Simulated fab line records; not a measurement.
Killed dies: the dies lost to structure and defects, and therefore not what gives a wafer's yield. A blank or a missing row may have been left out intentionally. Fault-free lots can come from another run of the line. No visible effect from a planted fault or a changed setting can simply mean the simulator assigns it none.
A struck lot beside a sound one ; flow sfq line ; 14 out of 325 route steps
Sound: the wafers L478.1, L478.2, L478.5. Struck: wafers L486.1, L486.3, L486.4. The cause is given at the end.
At each step with rows: each side's tool, then ch and its chambers, then its first start. Under that, the readings that differ: sound wafers ; struck wafers ; difference of the means ; sigmas: that difference in standard deviations of wafers without a fault.
alike: a reading whose means differ by less than 2 such deviations, as well as words and numbers matching on both sides. not compared: withheld readings; readings where some wafer has no value; bounds like >300 that might hide an equal value; numbers whose values overlap and for which the record gives no deviation.
A row with sigmas, a row that says differs or no value, or rows on one side alone: a step with any of these is where the two part. Numbers that have no deviation but don't overlap get no sigmas and don't part them. Lack of a reading on every wafer of one side parts them only where that side has two or more wafers.

first, 3 steps without rows for these wafers: SFQ_TRILAYER_R5_LITHO_EXPOSE_137 (exposes mask R5, target cd 500 nm); SFQ_TRILAYER_R5_LITHO_PEB_139 (peb time 60 s); SFQ_TRILAYER_R5_LITHO_DEVELOP_138 (time 60 s).
SFQ_R5_OVL_MEAS_935:
  sound: overlay-02 at day 69 03:06; struck: overlay-02 at day 78 05:21
  alike: R5_OVL
SFQ_TRILAYER_R5_BARC_OPEN_METAL_ETCH_177: etches BARC in O2, target depth 125 nm, time 41.7 s.
  sound on rie metal-01 ch 0,1, day 69 03:08; struck on rie metal-01 ch 0,1, day 78 05:23
  alike: drypump motor current A, oes product au
  not compared: rf hours counter h
SFQ_TRILAYER_R5_ETCH_METAL_ETCH_139: etches the open film in Cl2, stops on SiO2, target depth 60 nm, time 40 s.
  sound on rie metal-01 ch 0,1, day 69 03:12; struck on rie metal-01 ch 0,1, day 78 05:26
  alike: drypump motor current A, oes product au
  not compared: rf hours counter h
SFQ_TRILAYER_R5_STRIP_STRIP_140: strips in O2.
  sound on rie metal-01 ch 0,1, day 69 03:16; struck on rie metal-01 ch 0,1, day 78 05:30
  alike: drypump motor current A, oes product au
  not compared: rf hours counter h
then, 1 step without rows for these wafers: SFQ_TRILAYER_R5_STRIP_SOLV_CLEAN_141 (cleans in NMP, time 600 s).
SFQ_TRILAYER_A5C_DEP_PECVD_142: deposits SiO2 from SiH4/N2O, time 15.556 s, target thk 70 nm.
  sound on pecvd-04 ch 0,1, day 69 04:03; struck on pecvd-01 ch 1,2, day 78 06:17
  alike: heater power w, susceptor temp C, throttle valve pct
then, 3 steps without rows for these wafers: SFQ_TRILAYER_I5_LITHO_COAT_149 (resist thk 62 nm); SFQ_TRILAYER_I5_LITHO_COAT_144 (resist thk 650 nm); SFQ_TRILAYER_I5_LITHO_SOFTBAKE_148.
-- the record jumps here: 2 days lie between the struck wafers' starts before and after --
SFQ_TRILAYER_I5_LITHO_EXPOSE_145: exposes mask I5, target cd 700 nm.
  sound on krf scanner-02 ch 0, day 71 19:41; struck on krf scanner-01, day 80 18:08
  no value came back on the struck wafers for exposure dose mJ cm2, focus offset nm (nm); on the sound wafers exposure dose mJ cm2 reads 21.334 21.303 21.302
  alike: mask
then, 1 step without rows for these wafers: SFQ_TRILAYER_I5_LITHO_PEB_147 (peb time 59.16 s).

## WHERE THEY PART
SFQ_TRILAYER_I5_LITHO_EXPOSE_145 only, going by this record.

WHY: whatever the simulator had introduced
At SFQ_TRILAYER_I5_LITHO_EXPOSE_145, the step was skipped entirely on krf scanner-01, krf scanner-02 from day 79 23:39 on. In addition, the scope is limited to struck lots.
